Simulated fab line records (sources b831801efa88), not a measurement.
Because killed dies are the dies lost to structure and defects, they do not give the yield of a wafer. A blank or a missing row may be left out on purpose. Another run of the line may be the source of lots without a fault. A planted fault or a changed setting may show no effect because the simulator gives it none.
Which of the tools did it? | flow gf180mcu | 41 wafers from 15 lots sampled at 2 of the route's 602 steps

== WHAT THE GAUGES READ, wafer by wafer ==
GF_MIM_THK_MEAS_06. Usual: for MIM_CVD_05_THK the level is 42.3 nm and the standard deviation is 0.6.
lot  | measured     | on            | MIM_CVD_05_THK (nm) | flag
L813 | day 24 11:49 | film metro-01 | 42.2 42.5 43.2      |
L816 | day 25 13:38 | film metro-03 | 41.9 42.4 42.6      |
L817 | day 25 19:59 | film metro-03 | 41.6 42.8 42.5      |
L819 | day 26 11:42 | film metro-03 | 41.4 41.9 42.5      |
L820 | day 26 20:22 | film metro-03 | 43.2                |
L821 | day 27 07:08 | film metro-03 | 42.0                |
L822 | day 27 08:20 | film metro-04 | 41.6 42.2 42.4      |
L825 | day 28 10:31 | film metro-03 | 41.5 42.8 42.4      |
L827 | day 29 01:08 | film metro-04 | 42.6 42.9 43.6      |
L828 | day 29 09:55 | film metro-03 | 42.3 43.2 42.4      |
L829 | day 29 10:50 | film metro-01 | 41.6 41.3 42.8      |
L833 | day 30 11:53 | film metro-03 | 41.0 42.2 42.9      |
L834 | day 30 17:35 | film metro-03 | 42.6 42.8 42.3      |
L835 | day 31 04:15 | film metro-03 | 41.8 42.9 43.3      |
L836 | day 31 10:23 | film metro-01 | 41.7 41.3 42.6      |

== TOOL THAT RAN EACH LOT (tool first, then ch and the chambers of the sampled wafers, then the start) ==
lot  | GF_MIM_SPUTTER_03
L813 | pvd sputter-02, day 24 11:42
L816 | pvd sputter-04, day 25 13:32
L817 | pvd sputter-04, day 25 19:53
L819 | pvd sputter-04, day 26 11:36
L820 | pvd sputter-04, day 26 20:14
L821 | pvd sputter-04, day 27 07:02
L822 | pvd sputter-04, day 27 08:15
L825 | pvd sputter-02, day 28 10:25
L827 | pvd sputter-04, day 29 01:02
L828 | pvd sputter-04, day 29 09:47
L829 | pvd sputter-01, day 29 10:44
L833 | pvd sputter-04, day 30 11:47
L834 | pvd sputter-01, day 30 17:30
L835 | pvd sputter-02, day 31 04:08
L836 | pvd sputter-01, day 31 10:17
- GF_MIM_SPUTTER_03: material Ti, target thk 10 nm, time 6.7 s.

== AS READ BY THE TOOLS THEMSELVES (means over the sampled wafers that have a number; for cases with no such wafer, the mark the record gives instead) ==
GF_MIM_SPUTTER_03. Usual: cathode dc power W 2999.9 W, standard deviation 0.58; chamber pressure pa 0.3000 Pa, standard deviation 0.00058; throttle valve pct 30.2 %, standard deviation 1.5.
lot  | tool           | cathode dc power W (W) | chamber pressure pa (Pa) | throttle valve pct (%) | flag
L813 | pvd sputter-02 | 2999.7                 | 0.2998                   | 31.1                   |
L816 | pvd sputter-04 | 3000.2                 | 0.3002                   | 30.6                   |
L817 | pvd sputter-04 | 3000.1                 | 0.2998                   | 31.0                   |
L819 | pvd sputter-04 | -                      | -                        | -                      | OFF
L820 | pvd sputter-04 | -                      | -                        | -                      | OFF
L821 | pvd sputter-04 | -                      | -                        | -                      | OFF
L822 | pvd sputter-04 | 3000.1                 | 0.2994                   | 31.3                   |
L825 | pvd sputter-02 | 3000.1                 | 0.3004                   | 29.5                   |
L827 | pvd sputter-04 | 3000.2                 | 0.2999                   | 30.7                   |
L828 | pvd sputter-04 | 3000.3                 | 0.3003                   | 31.1                   |
L829 | pvd sputter-01 | 3000.1                 | 0.2992                   | 28.5                   |
L833 | pvd sputter-04 | 3000.3                 | 0.3000                   | 31.0                   |
L834 | pvd sputter-01 | 2999.8                 | 0.3002                   | 29.0                   |
L835 | pvd sputter-02 | 2999.5                 | 0.2999                   | 29.6                   |
L836 | pvd sputter-01 | 2999.8                 | 0.3006                   | 29.2                   |

== THE ANSWER, worked out from the rows above alone ==
Rule: a lot is off if the mean of its wafers that have a number lies more than 3 standard deviations from the usual mean. Also off: a lot with no number at a reading for which 4 or more lots have one. Any other lot the step has rows for is counted as sound. The gauges are gone through in route order, then the tools' own readings, and for those a lot's mean is taken as printed above. The first step at which some lot is off is used, and at that step the reading that is off furthest; a lot without a number counts as furthest.
Off, at GF_MIM_SPUTTER_03 on cathode dc power W: L819, L820, L821. Without a number there: L819, L820, L821.
If a tool, at that step or one of the process steps before it, ran each lot that is off and ran no sound lot following the first of them, it fits. No candidate that was tried fits.

== WHAT THE SIMULATOR HAD INSERTED ==
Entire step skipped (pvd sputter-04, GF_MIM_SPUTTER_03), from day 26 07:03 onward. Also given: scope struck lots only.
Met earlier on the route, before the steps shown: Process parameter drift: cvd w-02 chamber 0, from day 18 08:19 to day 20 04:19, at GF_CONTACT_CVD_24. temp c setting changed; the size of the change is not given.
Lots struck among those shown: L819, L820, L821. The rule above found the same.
